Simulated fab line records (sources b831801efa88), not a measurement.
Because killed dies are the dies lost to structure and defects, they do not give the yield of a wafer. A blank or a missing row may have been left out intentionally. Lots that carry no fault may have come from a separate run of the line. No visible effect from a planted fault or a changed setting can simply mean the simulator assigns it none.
The tool behind it: which one?    flow gf180mcu    Sampling: 13 lots, 39 wafers, 5 of 602 route steps

## WHAT THE GAUGES SHOWED, per wafer
GF_STI_THK_MEAS_04. Usual: STI_CVD_03_THK gives 207.3 nm (standard deviation 2.4).
lot   measured     on             STI_CVD_03_THK (nm)  flag
L406  day 1 13:43  film-metro-03  211.0 209.8 209.0    
L407  day 1 18:34  film-metro-04  206.6 210.6 209.4    
L408  day 1 23:34  film-metro-01  209.7 209.9 209.2    
L409  day 2 06:36  film-metro-01  207.7 208.3 208.2    
L410  day 2 09:34  film-metro-03  206.0 203.7 203.4    
L411  day 2 15:15  film-metro-04  208.5 206.9 208.3    
L413  day 3 00:34  film-metro-03  205.8 205.4 204.0    
L414  day 3 05:34  film-metro-03  205.3 204.9 204.7    
L423  day 5 04:06  film-metro-04  204.5 205.3 206.2    
L425  day 5 12:34  film-metro-04  206.6 208.4 208.7    
L427  day 5 23:33  film-metro-04  208.3 208.5 206.0    
L428  day 6 03:44  film-metro-04  206.0 204.5 205.0    
L429  day 6 09:19  film-metro-03  202.5 202.5 202.3    

GF_STI_CD_MEAS_12 targets a cd of 220 nm. Usual: 220.4 nm for cd-nm, sd 1.2.
lot   measured     on         cd-nm (nm)         flag
L406  day 2 01:04  cd-sem-02  220.4 220.7 221.6  
L407  day 2 05:55  cd-sem-01  221.9 221.4 221.7  
L408  day 2 11:13  cd-sem-02  220.7 221.7 221.7  
L409  day 2 18:26  cd-sem-01  219.7 219.8 220.8  
L410  day 2 21:22  cd-sem-01  220.2 219.3 220.8  
L411  day 3 03:08  cd-sem-01  220.1 219.2 219.1  
L413  day 3 13:23  cd-sem-01  219.7 220.6 219.4  
L414  day 3 18:09  cd-sem-01  221.7 222.1 223.1  
L423  day 5 18:16  cd-sem-01  220.3 220.4 219.8  
L425  day 6 03:11  cd-sem-01  221.1 221.6 220.6  
L427  day 6 13:12  cd-sem-01  220.1 220.9 219.5  
L428  day 6 18:24  cd-sem-01  220.8 220.7 221.2  
L429  day 6 23:40  cd-sem-02  220.9 221.3 220.2  

GF_DUAL_GATE_THK_MEAS_03. Usual: DUAL_GATE_OXIDATION_00_THK gives 10.90 nm (standard deviation 0.22).
lot   measured      on             DUAL_GATE_OXIDATION_00_THK (nm)      flag
L406  day 7 15:10   film-metro-04  11.13 11.15 11.10                    
L407  day 7 20:59   film-metro-01  11.13 11.02 11.04                    
L408  day 8 01:10   film-metro-04  10.94 11.05 10.84                    
L409  day 8 12:21   film-metro-03  11.20 10.87 11.17                    
L410  day 8 18:01   film-metro-01  10.72 10.51 10.64                    
L411  day 8 22:01   film-metro-03  10.74 10.85 10.73                    
L413  day 9 12:23   film-metro-04  11.70 11.72 11.49                    OFF
L414  day 9 18:05   film-metro-04  11.93 12.03 11.91 11.89 11.96 11.98  OFF
L423  day 12 09:34  film-metro-03  11.13 11.01 10.94                    
L425  day 13 00:22  film-metro-03  11.00 11.09 10.87                    
L427  day 13 14:43  film-metro-04  11.14 10.97 11.14                    
L428  day 13 19:58  film-metro-01  10.95 10.85 10.71                    
L429  day 14 04:09  film-metro-01  10.54 10.58 10.76                    

GF_HV_LDD_THK_MEAS_55. Usual: HV_LDD_CVD_54_THK gives 9.95 nm (standard deviation 0.15).
lot   measured      on             HV_LDD_CVD_54_THK (nm)  flag
L406  day 12 10:35  film-metro-04  10.10 10.10 10.16       
L407  day 12 14:08  film-metro-03  9.76 9.60 9.76          
L408  day 12 21:26  film-metro-02  9.91 10.04 10.02        
L409  day 13 09:11  film-metro-03  10.05 9.82 9.94         
L410  day 13 17:05  film-metro-03  10.25 10.05 10.15       
L411  day 13 20:51  film-metro-02  9.92 9.89 9.87          
L413  day 14 16:47  film-metro-02  9.82 9.89 9.75          
L414  day 14 21:35  film-metro-02  9.88 10.00 9.95         
L423  day 18 02:41  film-metro-03  10.28 10.38 10.25       
L425  day 18 18:50  film-metro-02  10.00 9.89 9.87         
L427  day 19 14:13  film-metro-03  9.73 9.81 9.81          
L428  day 19 18:17  film-metro-04  9.82 9.80 9.84          
L429  day 20 01:58  film-metro-04  9.79 9.80 9.77          

## TOOL THAT RAN EACH LOT (tool first, then ch and the chambers of the sampled wafers, then the start)
lot   GF_DUAL_GATE_OXIDATION_02
L406  furnace-02 ch 0, day 7 13:43
L407  furnace-01 ch 0, day 7 19:32
L408  furnace-02 ch 0, day 7 23:43
L409  furnace-02 ch 0, day 8 10:54
L410  furnace-01 ch 0, day 8 16:34
L411  furnace-01 ch 0, day 8 20:32
L413  furnace-01 ch 0, day 9 10:55
L414  furnace-01 ch 0, day 9 16:38
L423  furnace-01 ch 0, day 12 08:07
L425  furnace-01 ch 0, day 12 22:55
L427  furnace-01 ch 0, day 13 13:16
L428  furnace-01 ch 0, day 13 18:31
L429  furnace-01 ch 0, day 14 02:41
- GF_DUAL_GATE_OXIDATION_02: stabilise 600 s, purge 300 s, target thk 10.887 nm.

## AS READ BY THE TOOLS THEMSELVES (means over the sampled wafers that have a number; for cases with no such wafer, the mark the record gives instead)
GF_DUAL_GATE_OXIDATION_02. Usual: spike-tc-bottom-C 919.5 C, standard deviation 1.1; spike-tc-centre-C 900.2 C, standard deviation 1.1; spike-tc-lower-C 900.7 C, standard deviation 1.2; spike-tc-top-C 909.3 C, standard deviation 1.7; spike-tc-upper-C 899.5 C, standard deviation 1.2; zone-power-upper-pct 17.7 %, standard deviation 0.45.
lot   tool        spike-tc-bottom-C (C)  spike-tc-centre-C (C)  spike-tc-lower-C (C)  spike-tc-top-C (C)  spike-tc-upper-C (C)  zone-power-upper-pct (%)  flag
L406  furnace-02  920.8                  901.3                  901.7                 911.0               901.3                 17.1                      
L407  furnace-01  920.4                  900.1                  900.3                 909.1               899.1                 18.2                      
L408  furnace-02  919.5                  901.7                  901.0                 911.6               901.0                 17.2                      
L409  furnace-02  919.8                  900.7                  901.9                 911.9               899.2                 17.1                      
L410  furnace-01  919.6                  900.1                  900.4                 908.6               899.2                 17.8                      
L411  furnace-01  919.6                  899.9                  899.9                 909.1               900.0                 17.9                      
L413  furnace-01  928.2                  908.8                  909.8                 917.3               909.0                 18.4                      OFF
L414  furnace-01  929.1                  908.1                  910.4                 917.8               906.5                 18.3                      OFF
L423  furnace-01  918.3                  900.3                  900.5                 907.8               899.3                 17.9                      
L425  furnace-01  918.7                  900.2                  900.7                 907.1               899.1                 17.9                      
L427  furnace-01  919.4                  900.5                  900.6                 907.6               898.6                 18.0                      
L428  furnace-01  918.8                  900.4                  900.6                 908.2               899.1                 17.9                      
L429  furnace-01  919.9                  900.5                  900.4                 908.1               898.8                 18.2                      

## THE ANSWER, worked out from the rows above alone
Rule: a lot counts as off when the mean over its wafers that have a number is more than 3 standard deviations away from the usual mean. Also off: a lot with no number at a reading for which 4 or more lots have one. Where the step has rows for the other lots, those lots are counted as sound. Order of review: gauges by route order, followed by the tools' own readings, for which a lot's mean as printed above is used. The first step at which some lot is off is used, and at that step the reading that is off furthest; a lot without a number counts as furthest.
Off: at GF_DUAL_GATE_THK_MEAS_03 (DUAL_GATE_OXIDATION_00_THK), L413, L414.
A tool fits if, at a process step before that reading, it ran every lot that is off, and no sound lot after the first of them. Not tried: the gauges at GF_DUAL_GATE_THK_MEAS_03; whatever is off there is also off at GF_DUAL_GATE_OXIDATION_02, on other tools, and gauge error can't account for it. No candidate that was tried fits.

## WHAT HAD BEEN PUT IN BY THE SIMULATOR
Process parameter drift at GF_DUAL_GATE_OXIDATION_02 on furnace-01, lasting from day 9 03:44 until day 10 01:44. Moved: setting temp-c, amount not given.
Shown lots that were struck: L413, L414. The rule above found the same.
